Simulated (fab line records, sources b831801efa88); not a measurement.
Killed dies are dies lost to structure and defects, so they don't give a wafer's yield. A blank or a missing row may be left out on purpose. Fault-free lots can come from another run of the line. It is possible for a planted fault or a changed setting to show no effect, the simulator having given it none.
Struck lot and sound lot, side by side -- flow sky130 -- 43 steps out of a route of 708
Sound: these wafers, L708.1, L708.3, L708.5. The struck wafers were L709.2, L709.4, L709.5. Last of all comes the cause.
At each step with rows: each side's tool, then ch and its chambers, then its first start. Under that, the readings that differ: sound wafers -- struck wafers -- difference of the means -- sigmas: that difference in standard deviations of wafers without a fault.
alike: readings whose means differ by less than 2 such deviations, and words and numbers that are the same on both sides. not compared: withheld readings, readings that some wafer has no value for, bounds like >300 that may hide the same value, and numbers for which the record gives no deviation and whose values overlap.
A row with sigmas, a row that says differs or no value, or rows on one side alone: a step with any of these is where the two part. Numbers that have no deviation but don't overlap get no sigmas and don't part them. A reading missing from all wafers of one side parts the sides only when that side holds two or more wafers.

first, 6 steps without rows for these wafers: SKY_METAL4_COAT_07 (resist thk 60 nm); SKY_METAL4_COAT_08 (resist thk 1140 nm); SKY_METAL4_SOFTBAKE_09 (time 90 s); SKY_METAL4_EXPOSE_10 (exposes mask MM4, target cd 300 nm); SKY_METAL4_PEB_11; SKY_METAL4_DEVELOP_12 (develop time 60 s).
SKY_METAL4_CD_MEAS_13 targets a cd of 300 nm.
  struck on cd-sem-01, day 43 08:59; sound on cd-sem-02, day 42 23:07
  alike: cd-nm
SKY_METAL4_OVL_MEAS_14:
  struck on overlay-01, day 43 09:05; sound on overlay-01, day 42 23:14
  alike: METAL4_OVL
SKY_METAL4_DESCUM_15: chemistry O2, time 8 s.
  sound on rie-metal-04 ch 0,1, day 42 23:16; struck on rie-metal-02 ch 1, day 43 09:07
  alike: drypump-motor-current-A, oes-product-au
  not compared: rf-hours-counter-h
SKY_METAL4_ETCH_16: etches BARC in N2/H2, stops on SiO2, time 88.2 s, target depth 60 nm.
  sound on rie-metal-04 ch 0,1, day 42 23:17; struck on rie-metal-02 ch 1, day 43 09:13
  alike: drypump-motor-current-A, oes-product-au, throttle-valve-pct
  not compared: rf-hours-counter-h
SKY_METAL4_ETCH_17: etches SiO2 in C4F8/O2/Ar, stops on TiN, time 3.9 s, target depth 15 nm.
  sound on rie-diel-03 ch 0,2,3, day 42 23:23; struck on rie-diel-02 ch 1,2,3, day 43 09:22
  alike: oes-product-au
  not compared: rf-hours-counter-h
then, 1 step without rows for these wafers: SKY_METAL4_METAL_ETCH_18 (etches the open film in Cl2/BCl3, stops on SiO2, target depth 845 nm, time 183.1 s).
SKY_METAL4_STRIP_19: strips in O2/N2.
  sound on plasma-asher-04 ch 0,1, day 42 23:35; struck on plasma-asher-04 ch 0,1, day 43 09:45
  alike: drypump-motor-current-A, oes-product-au, strip-time-to-endpoint-s
  not compared: rf-hours-counter-h
then, 4 steps without rows for these wafers: SKY_METAL4_STRIP_20 (strips in post etch residue remover, time 1200 s); SKY_METAL4_CLEAN_21 (cleans in IPA, time 180 s); SKY_METAL4_CLEAN_22 (cleans in O3/DIW); SKY_VIA4_HDPCVD_00 (deposits SiO2, target thk 1750 nm, time 291.7 s).
SKY_VIA4_THK_MEAS_01:
  struck on film-metro-04, day 43 10:34; sound on film-metro-03, day 43 00:24
  alike: VIA4_HDPCVD_THK
then, 1 step without rows for these wafers: SKY_VIA4_CMP_02 (polishes SiO2).
SKY_VIA4_BOW_MEAS_03:
  struck on film-metro-03, day 43 10:56; sound on film-metro-03, day 43 00:46
  alike: VIA4_BOW
then, 7 steps without rows for these wafers: SKY_VIA4_DEHYDRATE_04 (time 60 s); SKY_VIA4_HMDS_05 (prime time 60 s); SKY_VIA4_COAT_06 (resist thk 1140 nm); SKY_VIA4_SOFTBAKE_07 (time 60 s); SKY_VIA4_EXPOSE_08 (exposes mask VIM4, target cd 800 nm); SKY_VIA4_PEB_09; SKY_VIA4_DEVELOP_10 (develop time 60 s).
SKY_VIA4_OVL_MEAS_11:
  struck on overlay-02, day 44 09:29; sound on overlay-02, day 43 23:16
reading,sound,struck,difference,sigmas
VIA4_OVL (nm),-3.0 -2.6 -2.7,0.1 -0.3 -0.5,+2.5,+2
then, 7 steps without rows for these wafers: SKY_VIA4_ETCH_12 (etches SiO2 in C4F8/O2/Ar, stops on TiN, target depth 580 nm); SKY_VIA4_STRIP_13 (strips in O2/N2); SKY_VIA4_STRIP_14 (strips in post etch residue remover, time 1200 s); SKY_VIA4_CLEAN_15 (cleans in IPA, time 180 s); SKY_VIA4_CLEAN_16 (cleans in O3/DIW); SKY_VIA4_SPUTTER_17 (material TiN, target thk 20 nm, time 80 s); SKY_VIA4_CVD_18 (deposits W, target thk 505 nm, time 152.14 s).
SKY_VIA4_RS_MEAS_19: measures by four-point-probe.
  struck on film-metro-03, day 44 10:25; sound on film-metro-03, day 44 00:11
  alike: VIA4_W_RS
SKY_VIA4_THK_MEAS_20: measures by xrf.
  struck on film-metro-03, day 44 10:31; sound on film-metro-03, day 44 00:19
  alike: VIA4_W_THK
then, 1 step without rows for these wafers: SKY_VIA4_CMP_21 (polishes, stops on SiO2, t overpolish 25 s, target thk 0 nm).
SKY_METAL5_SPUTTER_00: material Ti, target thk 15 nm, time 10 s.
  struck on pvd-sputter-04, day 44 10:52; sound on pvd-sputter-04, day 44 00:40
  alike: throttle-valve-pct
then, 2 steps without rows for these wafers: SKY_METAL5_SPUTTER_01 (material TiN, target thk 20 nm, time 16.7 s); SKY_METAL5_SPUTTER_02 (material AlCu, target thk 1150 nm, time 61.2 s).
SKY_METAL5_SPUTTER_03: material Ti, target thk 5 nm, time 3.3 s.
  struck on pvd-sputter-04, day 44 10:58; sound on pvd-sputter-04, day 44 00:46
  alike: throttle-valve-pct
-- the record jumps here: 3 days lie between the struck wafers' starts before and after (it left off in module METAL5 and takes up again in module PAD_OPEN, whose first step shown is number 708 of the route) --
SKY_PAD_OPEN_PROBE_99:
  the record has rows for the struck wafers here (prober-01, day 47 04:42) and none for the sound ones

WHERE THEY PART
At SKY_VIA4_OVL_MEAS_11 first; at SKY_PAD_OPEN_PROBE_99 last (within this record only).

WHY: what the simulator had put in
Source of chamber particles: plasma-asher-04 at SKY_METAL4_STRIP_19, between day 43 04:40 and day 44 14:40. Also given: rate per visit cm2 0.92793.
